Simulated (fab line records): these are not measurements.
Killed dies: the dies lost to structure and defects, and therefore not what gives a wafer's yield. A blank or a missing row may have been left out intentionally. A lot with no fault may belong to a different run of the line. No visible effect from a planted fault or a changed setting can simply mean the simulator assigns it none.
Problem report in the 8D (eight disciplines) form, filled by code	flow gf180mcu	the parts of the form that need people (team, actions taken, sign-off) are left out

== 1. THE PROBLEM ==
HV_LDD_TW at GF_HV_LDD_TW_MEAS_11 reads a mean of 1743 on 6 wafers of 2 lots; wafers without a fault read 2415 with a standard deviation of 22. That puts it -31 standard deviations away from the usual mean.
Seen first at day 13 08:16 on film metro-04, wafer L663.1. Wafers with a number at this step in the record: 36, from 12 lots. Rule for "out", or "out of limits": more than 4 standard deviations from the usual mean. The rest of the wafers with a number are treated as sound.

== 2. WHAT THIS IS AND IS NOT ==
question	is	is not
which readings at this step	HV_LDD_TW	-
which lots	L663, L664	L655, L656, L657, L659, L660, L662, L667, L674, L675, L676
which wafers of those lots	all that have a number	-
read on which gauges	film metro-04	film metro-01, film metro-02
when	from day 13 08:16	up to then (18 sound wafers); but 12 sound wafers of L667, L674, L675, L676 came after

== 3. WHAT RULES OUT EACH SUSPECT ==
Counting: a tool stays on the suspect list if, at a process step up to the reading, it processed all lots that are out and no sound lot following the first of them.
- the gauge at GF_HV_LDD_TW_MEAS_11: ruled out. All the wafers that are out were read on film metro-04, but those of them that GF_HV_LDD_IMPLANT_09 has rows for are out there too, on other tools.
- implanter-01 at GF_HV_LDD_IMPLANT_09: ruled out as a lasting fault. The sound lots L676 went through it after L663, its earliest lot that is out (day 13 08:01).
Left after counting: nothing in the record.

== 4. THE CAUSE (what the simulator had put in) ==
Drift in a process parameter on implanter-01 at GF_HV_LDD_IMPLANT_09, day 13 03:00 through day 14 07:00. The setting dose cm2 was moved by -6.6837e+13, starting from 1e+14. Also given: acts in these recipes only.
It was ruled out by counting, in error; the rule expects a fault to strike all lots run on its tool from its start on, and this fault did not.

== 5. SEQUENCE OF EFFECTS, ordered by route ==
One row per reading whose mean, taken over the struck wafers that have a number, lies over 3 standard deviations from the usual. Only readings whose record carries a usual standard deviation are examined. hours: median over the lots of the time between each lot's start at the first step of this table that gives one and its start at this step. sigmas: the change, counted in usual standard deviations.
hours	step	reading	usual	on struck wafers	change	sigmas
0	GF_HV_LDD_IMPLANT_09	dose ions cm2	1.0002e+14	3.3085e+13	-6.6935e+13	-99 or more
0	GF_HV_LDD_IMPLANT_09	faraday current uA	564	188	-376	-38
0	GF_HV_LDD_TW_MEAS_11	HV_LDD_TW	2415	1743	-672	-31
66	GF_HV_LDD_RS_MEAS_53	HV_LDD_RS	418.2 ohm/sq	610.9	+192.7	+99 or more
It contains these process steps:
- GF_HV_LDD_IMPLANT_09
At these later measuring or inspecting steps, every struck wafer for which the step has a row has a number for every such reading, and none has moved that far: GF_SAB_CD_MEAS_09.

== 6. WHAT WOULD HAVE CAUGHT IT SOONER ==
5 hours passed between the start of the fault at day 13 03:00 and the first reading out of limits at a measuring or inspecting step in this record, taken at day 13 08:16.
The tool's own readings at GF_HV_LDD_IMPLANT_09 were out on every struck wafer that the step has a row for (dose ions cm2, faraday current uA): an alarm limit on them would have fired on the first of those.
